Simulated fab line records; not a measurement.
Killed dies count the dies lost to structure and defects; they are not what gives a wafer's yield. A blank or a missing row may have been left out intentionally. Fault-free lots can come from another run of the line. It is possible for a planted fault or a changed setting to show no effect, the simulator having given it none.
Struck lot and sound lot, side by side / flow sky130 / 26 steps out of a route of 708
Sound: the wafers L838.1, L838.2, L838.6. Wafers L828.1, L828.4, L828.5 were the ones struck. The cause is given at the end.
Per side, at each step with rows, come the tool, then ch with its chambers, and then its first start. Under that, the readings that differ: sound wafers / struck wafers / difference of the means / sigmas: that difference in standard deviations of wafers without a fault.
alike: words and numbers the same on both sides, and readings whose means are apart by under 2 such deviations; not compared: readings that were withheld, readings missing a value for some wafer, numbers with overlapping values and no deviation given by the record, and bounds like >300 which may hide the same value.
Wherever a step has rows on one side only, a row that says differs or no value, or a row with sigmas, the two part there. Non-overlapping numbers with no deviation appear without sigmas and do not part them. A reading that every wafer of one side lacks parts them only if that side has two wafers or more.

first, 3 steps without rows for these wafers: SKY_FIELD_ISO_WET_ETCH_30 (etches SiO2 in dHF, target depth 25 nm, time 50 s); SKY_NWELL_CLEAN_00 (cleans in SC1/SC2, time 150 s); SKY_NWELL_OXIDATION_01 (stabilise 600 s, purge 300 s, target thk 10 nm).
SKY_NWELL_THK_MEAS_02:
  struck on film_metro-01, day 4 04:32; sound on film_metro-03, day 6 18:45
  alike: NWELL_OXIDATION_THK
then, 8 steps without rows for these wafers: SKY_DNWELL_DEHYDRATE_00 (time 60 s); SKY_DNWELL_HMDS_01 (prime time 60 s); SKY_DNWELL_COAT_02 (resist thk 3000 nm); SKY_DNWELL_SOFTBAKE_03; SKY_DNWELL_EXPOSE_04 (exposes mask DNM, target cd 3000 nm); SKY_DNWELL_PEB_05; SKY_DNWELL_DEVELOP_06 (develop time 60 s); SKY_DNWELL_IMPLANT_07.
SKY_DNWELL_STRIP_08: strips in O2/N2.
  sound on plasma_asher-03 ch 0,1, day 7 13:21; struck on plasma_asher-03 ch 1, day 4 20:54
  no value came back on the struck wafers for chamber_pressure_mTorr (mTorr), drypump_motor_current_A (A), oes_product_au (a.u.), strip_time_to_endpoint_s (s); on the sound wafers chamber_pressure_mTorr (mTorr) reads 1498.7 1499.3 1500.3
reading=model.coat_of_DNWELL_COAT_02.thk_nm (nm); sound=0 0 0; struck=2997 2998 3006; difference=+3000; sigmas=
  not compared: rf_hours_counter_h
SKY_DNWELL_TW_MEAS_09:
  struck on film_metro-03, day 4 21:00; sound on film_metro-04, day 7 13:27
  alike: DNWELL_TW
then, 7 steps without rows for these wafers: SKY_PWDE_DEHYDRATE_00 (time 60 s); SKY_PWDE_HMDS_01 (prime time 60 s); SKY_PWDE_COAT_02 (resist thk 3000 nm); SKY_PWDE_SOFTBAKE_03; SKY_PWDE_EXPOSE_04 (exposes mask PWDEM, target cd 840 nm); SKY_PWDE_PEB_05; SKY_PWDE_DEVELOP_06 (develop time 60 s).
SKY_PWDE_OVL_MEAS_07:
  struck on overlay-02, day 5 14:11; sound on overlay-02, day 8 08:45
  alike: PWDE_OVL
following that, these wafers have no rows for 1 step: SKY_PWDE_IMPLANT_08.
SKY_PWDE_STRIP_09: strips in O2/N2.
  sound on plasma_asher-02 ch 0,1, day 8 08:56; struck on plasma_asher-03 ch 1, day 5 14:22
reading=oes_product_au (a.u.); sound=0.725 0.717 0.724; struck=0.735 0.732 0.734; difference=+0.012; sigmas=+3
reading=strip_time_to_endpoint_s (s); sound=36.96 36.90 36.85; struck=81.08 81.08 81.18; difference=+44.21; sigmas=+99 or more
  alike: chamber_pressure_mTorr, drypump_motor_current_A
  not compared: rf_hours_counter_h
SKY_PWDE_TW_MEAS_10:
  struck on film_metro-04, day 5 14:28; sound on film_metro-01, day 8 09:02
reading=PWDE_TW; sound=378 378 379; struck=30 30 30; difference=-348; sigmas=-79
then, 1 step without rows for these wafers: SKY_NWELL_DEHYDRATE_03 (time 60 s).

== WHERE THEY PART ==
At SKY_DNWELL_STRIP_08 first; at SKY_PWDE_TW_MEAS_10 last (within this record only).

WHY: the cause the simulator had injected
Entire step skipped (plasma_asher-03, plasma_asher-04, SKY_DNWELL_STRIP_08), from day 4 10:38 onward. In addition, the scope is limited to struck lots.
